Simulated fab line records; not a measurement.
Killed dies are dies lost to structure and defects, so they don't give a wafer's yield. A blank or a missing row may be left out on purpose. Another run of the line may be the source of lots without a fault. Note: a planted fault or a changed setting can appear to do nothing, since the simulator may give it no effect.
A lot that was struck, set against a sound lot ; flow sky130 ; 19 out of 708 route steps
Sound: the wafers L907.2, L907.4, L907.5. Struck: wafer L923.2 (left out: L923.3, L923.6 of the same lot, which were not struck); the cause appears at the end.
Each step with rows lists, per side, the tool, then ch with its chambers, then its first start. Under that, the readings that differ: sound wafers ; struck wafers ; difference of the means ; sigmas: that difference in standard deviations of wafers without a fault.
alike: a reading whose means differ by less than 2 such deviations, as well as words and numbers matching on both sides. not compared: withheld readings; readings where some wafer has no value; bounds like >300 that might hide an equal value; numbers whose values overlap and for which the record gives no deviation.
Wherever a step has rows on one side only, a row that says differs or no value, or a row with sigmas, the two part there. Non-overlapping numbers with no deviation appear without sigmas and do not part them. Lack of a reading on every wafer of one side parts them only where that side has two or more wafers.

SKY_CONTACT_ETCH_18: etches Si3N4 in CHF3/O2, stops on TiN, time 39 s, target depth 75 nm.
  sound on rie diel-01 ch 0,3; struck on rie diel-01 ch 0
reading;sound;struck;difference;sigmas
oes product au (a.u.);0.862 0.864 0.851;0.842;-0.017;-2
  alike: drypump motor current A, throttle valve pct
  not compared: rf hours counter h
SKY_CONTACT_STRIP_19: strips in O2/N2.
  sound on plasma asher-02 ch 0,1, day 33 03:04; struck on plasma asher-02 ch 1, day 38 16:41
  alike: drypump motor current A, n2 flow sccm, oes product au, strip time to endpoint s
  not compared: rf hours counter h
then, 5 steps without rows for these wafers: SKY_CONTACT_STRIP_20 (strips in post etch residue remover, time 1200 s); SKY_CONTACT_CLEAN_21 (cleans in IPA, time 180 s); SKY_CONTACT_CLEAN_22 (cleans in O3/DIW); SKY_CONTACT_SPUTTER_23 (material TiN, target thk 20 nm, time 80 s); SKY_CONTACT_CVD_24 (deposits W, target thk 340 nm, time 102.12 s).
SKY_CONTACT_RS_MEAS_25: measures by four-point-probe.
  sound on film metro-03, day 33 03:52; struck on film metro-03, day 38 17:29
  alike: CONTACT_W_RS
SKY_CONTACT_THK_MEAS_26: measures by xrf.
  sound on film metro-03, day 33 03:59; struck on film metro-03, day 38 17:35
  alike: CONTACT_W_THK
SKY_CONTACT_CMP_27: polishes, stops on SiO2, t overpolish 15 s, target thk 0 nm.
  sound on cmp-02 ch 1,2, day 33 04:02; struck on cmp-02 ch 3, day 38 17:38
reading;sound;struck;difference;sigmas
motor current A (A);10.9 8.5 11.8;14.3;+3.9;+3
  alike: edge zone pressure frac, overpolish run s, time to endpoint s
SKY_METAL1_SPUTTER_00: material Ti, target thk 15 nm, time 10 s.
  sound on pvd sputter-03, day 33 04:20; struck on pvd sputter-01, day 38 17:56
  alike: cathode dc power W, throttle valve pct
then, 1 step without rows for these wafers: SKY_METAL1_SPUTTER_01 (material TiN, target thk 20 nm, time 16.7 s).
SKY_METAL1_SPUTTER_02: material AlCu, target thk 250 nm, time 13.3 s.
  sound on pvd sputter-03, day 33 04:23; struck on pvd sputter-01, day 38 17:59
reading;sound;struck;difference;sigmas
cathode dc power W (W);10602 10599 10599;9845.9;-754.1;-99 or more
model.AlCu_of_METAL1_SPUTTER_02.thk nm (nm);251.4 248.3 252.7;232.7;-18.1;
  alike: throttle valve pct
SKY_METAL1_SPUTTER_03: material Ti, target thk 5 nm, time 3.3 s.
  sound on pvd sputter-03, day 33 04:24; struck on pvd sputter-01, day 38 18:01
  alike: cathode dc power W, throttle valve pct
then, 1 step without rows for these wafers: SKY_METAL1_SPUTTER_04 (material TiN, target thk 70 nm, time 58.3 s).
SKY_METAL1_RS_MEAS_05: measures by four-point-probe.
  sound on film metro-03, day 33 04:29; struck on film metro-03, day 38 18:06
reading;sound;struck;difference;sigmas
METAL1_ALCU_RS (ohm/sq);0.1261 0.1279 0.1256;0.1365;+0.0100;+5
SKY_METAL1_THK_MEAS_06: measures by xrf.
  sound on film metro-03, day 33 04:36; struck on film metro-03, day 38 18:13
reading;sound;struck;difference;sigmas
METAL1_ALCU_THK (nm);251 248 252;233;-17;-4
then, 1 step without rows for these wafers: SKY_METAL1_DEHYDRATE_07 (time 60 s).
-- the record jumps here: 12 days lie between the struck wafers' starts before and after (it left off in module METAL1 and takes up again in module PAD_OPEN, whose first step shown is number 708 of the route) --
SKY_PAD_OPEN_PROBE_99:
  sound on prober-02, day 46 23:40; struck on prober-02, day 50 19:11
reading;sound;struck;difference;sigmas
model.etest.met1.line ohm um;0.9582 0.957 0.9262;0.9665;+0.0194;
model.etest.met1.rs ohm sq;0.128 0.1308 0.1256;0.1383;+0.0102;
  alike: defect limited yield, killed_at_M0_to_M3, killed_at_M4_up, killed at contacts, killed at front end, killed at other, killed dies, killed open, killed short, sort_bin_3_pad_short, sort_bin_5_function, sort_bin_6_memory, sort n pass, sort yield pct

WHERE THEY PART
Last at SKY_METAL1_THK_MEAS_06 as far as this record goes, first at SKY_CONTACT_ETCH_18. Later steps at which nothing parts them and some readings are alike: SKY_PAD_OPEN_PROBE_99.

WHY: whatever the simulator had introduced
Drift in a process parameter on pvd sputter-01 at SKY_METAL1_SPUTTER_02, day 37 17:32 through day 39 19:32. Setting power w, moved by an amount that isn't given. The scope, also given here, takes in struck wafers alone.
